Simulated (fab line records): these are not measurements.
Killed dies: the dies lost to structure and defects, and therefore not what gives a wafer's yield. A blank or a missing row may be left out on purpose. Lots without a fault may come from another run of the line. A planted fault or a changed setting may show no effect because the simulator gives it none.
What tool caused it?	flow gf180mcu	39 wafers from 13 lots sampled at 6 of the route's 602 steps

== WHAT THE GAUGES SHOWED, per wafer ==
GF_STI_THK_MEAS_24.
lot	measured	on	STI_CVD_23_THK (nm)
L530	day 2 23:34	film metro-03	642 648 635
L533	day 3 15:05	film metro-01	650 649 654
L534	day 3 20:25	film metro-02	642 650 653
L535	day 4 02:08	film metro-01	651 651 657
L538	day 4 17:52	film metro-02	647 661 647
L539	day 4 22:01	film metro-02	629 640 644
L541	day 5 11:47	film metro-01	642 648 648
L543	day 5 21:58	film metro-03	657 647 656
L545	day 6 05:55	film metro-02	647 649 657
L546	day 6 12:47	film metro-02	659 643 659
L547	day 6 18:23	film metro-03	627 638 639
L548	day 6 23:38	film metro-02	643 640 634
L549	day 7 02:40	film metro-01	636 639 646

GF_MVPSD_TW_MEAS_11.
lot	measured	on	MVPSD_TW
L530	day 6 00:13	film metro-04	557 554 557
L533	day 6 17:46	film metro-01	548 548 546
L534	day 7 00:32	film metro-02	550 554 550
L535	day 7 05:19	film metro-02	552 550 552
L538	day 8 00:59	film metro-02	549 550 550
L539	day 8 04:14	film metro-04	554 555 555
L541	day 8 22:22	film metro-02	550 551 551
L543	day 9 10:14	film metro-04	578 579 584
L545	day 9 18:30	film metro-04	579 582 578
L546	day 10 01:40	film metro-04	574 576 572
L547	day 10 09:13	film metro-02	546 551 541
L548	day 10 14:28	film metro-04	554 552 554
L549	day 10 20:08	film metro-04	550 550 552

GF_VT_IMPLANT_RS_MEAS_49: measurement is done with a four-point probe.
lot	measured	on	MVPSD_RS (ohm/sq)
L530	day 8 16:13	film metro-04	1168 1167 1168
L533	day 9 10:58	film metro-02	1170 1173 1172
L534	day 9 18:58	film metro-02	1170 1171 1170
L535	day 10 01:27	film metro-04	1170 1173 1169
L538	day 10 22:15	film metro-04	1176 1176 1176
L539	day 11 01:44	film metro-04	1170 1174 1169
L541	day 11 23:41	film metro-04	1173 1170 1172
L543	day 12 12:16	film metro-02	1087 1086 1086
L545	day 12 21:47	film metro-02	1085 1087 1085
L546	day 13 05:13	film metro-02	1088 1090 1087
L547	day 13 13:20	film metro-02	1168 1172 1171
L548	day 13 20:04	film metro-04	1173 1176 1173
L549	day 14 02:52	film metro-04	1171 1175 1172

GF_POLY_GATE_CD_MEAS_18.
lot	measured	on	cd nm (nm)
L530	day 10 09:41	cd sem-01	283.6 281.3 279.5
L533	day 11 06:45	cd sem-01	276.9 283.4 279.6
L534	day 11 15:14	cd sem-02	279.3 279.9 280.3
L535	day 12 00:35	cd sem-01	280.5 279.5 278.9
L538	day 12 19:21	cd sem-01	281.2 277.8 284.4
L539	day 13 04:51	cd sem-01	282.4 281.3 282.6
L541	day 14 02:10	cd sem-02	281.5 283.1 282.2
L543	day 14 19:08	cd sem-01	277.6 278.8 279.5
L545	day 14 23:25	cd sem-01	284.8 281.9 281.2
L546	day 15 07:52	cd sem-02	276.9 279.7 282.1
L547	day 15 15:14	cd sem-01	283.6 278.3 284.9
L548	day 16 01:20	cd sem-01	276.8 280.0 279.6
L549	day 16 04:29	cd sem-02	277.7 279.2 278.0

GF_HV_LDD_OVL_MEAS_32.
lot	measured	on	HV_LDD_02_OVL (nm)
L530	day 12 17:47	overlay-01	-0.8 0.0 -0.7
L533	day 13 17:16	overlay-02	1.7 2.3 1.4
L534	day 14 03:13	overlay-01	0.3 2.6 -0.4
L535	day 14 12:11	overlay-01	-1.4 -2.5 -0.8
L538	day 15 08:58	overlay-01	-0.1 -0.4 -1.0
L539	day 15 19:04	overlay-01	-1.4 0.5 -0.8
L541	day 16 19:57	overlay-01	1.1 -0.1 1.4
L543	day 17 13:07	overlay-01	0.4 -0.5 2.3
L545	day 17 17:43	overlay-02	0.3 1.3 3.1
L546	day 18 03:15	overlay-02	1.0 0.3 -1.5
L547	day 18 12:20	overlay-01	-3.1 -1.4 -0.6
L548	day 18 23:41	overlay-01	1.6 2.2 0.3
L549	day 19 02:14	overlay-01	-0.3 -2.3 0.0

== EACH LOT AND THE TOOL THAT RAN IT (in order: tool; ch and the chambers of the sampled wafers; start) ==
lot	GF_MVPSD_IMPLANT_08
L530	implanter-02 ch 0, day 5 23:49
L533	implanter-02 ch 0, day 6 17:22
L534	implanter-02 ch 0, day 7 00:08
L535	implanter-03 ch 0, day 7 04:56
L538	implanter-02 ch 0, day 8 00:37
L539	implanter-02 ch 0, day 8 03:50
L541	implanter-02 ch 0, day 8 21:59
L543	implanter-02 ch 0, day 9 09:50
L545	implanter-02 ch 0, day 9 18:07
L546	implanter-02 ch 0, day 10 01:17
L547	implanter-03 ch 0, day 10 08:49
L548	implanter-01 ch 0, day 10 14:05
L549	implanter-01 ch 0, day 10 19:44
- GF_MVPSD_IMPLANT_08

== WHAT THE TOOLS THEMSELVES READ (means of the sampled wafers that have a number; where no wafer has one, the mark that the record gives instead) ==
GF_MVPSD_IMPLANT_08.
lot	tool	beam on s (s)	dose ions cm2	faraday current uA
L530	implanter-02	10.00	1.5002e+13	84.7
L533	implanter-02	9.99	1.4995e+13	84.6
L534	implanter-02	9.84	1.4976e+13	85.9
L535	implanter-03	10.06	1.5008e+13	84.2
L538	implanter-02	10.09	1.5000e+13	83.9
L539	implanter-02	9.97	1.5006e+13	84.8
L541	implanter-02	10.01	1.5010e+13	84.6
L543	implanter-02	9.98	1.7325e+13	97.9
L545	implanter-02	9.85	1.7320e+13	99.4
L546	implanter-02	9.98	1.7330e+13	98.0
L547	implanter-03	9.96	1.4996e+13	84.9
L548	implanter-01	10.07	1.4981e+13	84.2
L549	implanter-01	10.02	1.4981e+13	84.6

== THE ANSWER, worked out from the rows above alone ==
Rule: what is usual is taken from the lots themselves. The widest of any qualifying gaps counts: lots, ordered by their means at a reading, are off when they make up no more than a third of the lots, leave a main group of 4 or more, and stand apart from it by 3 or more times the standard deviation of that group's means. If all means in a main group match to the digits the tables above print for the reading, that group is not used. A lot without any number at a reading at which 4 lots or more have one is off too. The other lots that the step has rows for count as sound. The gauges are gone through in route order, then the tools' own readings, and for those a lot's mean is taken as printed above. At the first step where some lot is off, the reading lying furthest off is the one used; lots without a number count as furthest.
Off: at GF_MVPSD_TW_MEAS_11 (MVPSD_TW), L543, L545, L546. The main group: mean 551, standard deviation 2.9.
If a tool, at a process step before that reading, ran all the lots that are off and no sound lot after the first of them, it fits. The gauges at GF_MVPSD_TW_MEAS_11 aren't tried: what is off there is off at GF_VT_IMPLANT_RS_MEAS_49 too, on other tools, and a gauge's error can't cause that. One fits: implanter-02 at GF_MVPSD_IMPLANT_08. Its last sound lot is L541 (day 8 21:59), its first lot that is off L543 (day 9 09:50): a fault that began between those two fits.
The tool's own readings at GF_MVPSD_IMPLANT_08 bear it out: on the lots that are off they differ by more than 5 times the standard deviation of the sound lots' means. dose ions cm2 reads 1.7325e+13 there against 1.4996e+13 on the sound lots; faraday current uA reads 98.4 there against 84.6 on the sound lots.

== WHAT HAD BEEN PUT IN BY THE SIMULATOR ==
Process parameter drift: implanter-02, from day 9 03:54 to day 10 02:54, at GF_MVPSD_IMPLANT_08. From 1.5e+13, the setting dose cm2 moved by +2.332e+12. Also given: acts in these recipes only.
Shown lots that were struck: L543, L545, L546. Same finding as the rule above.
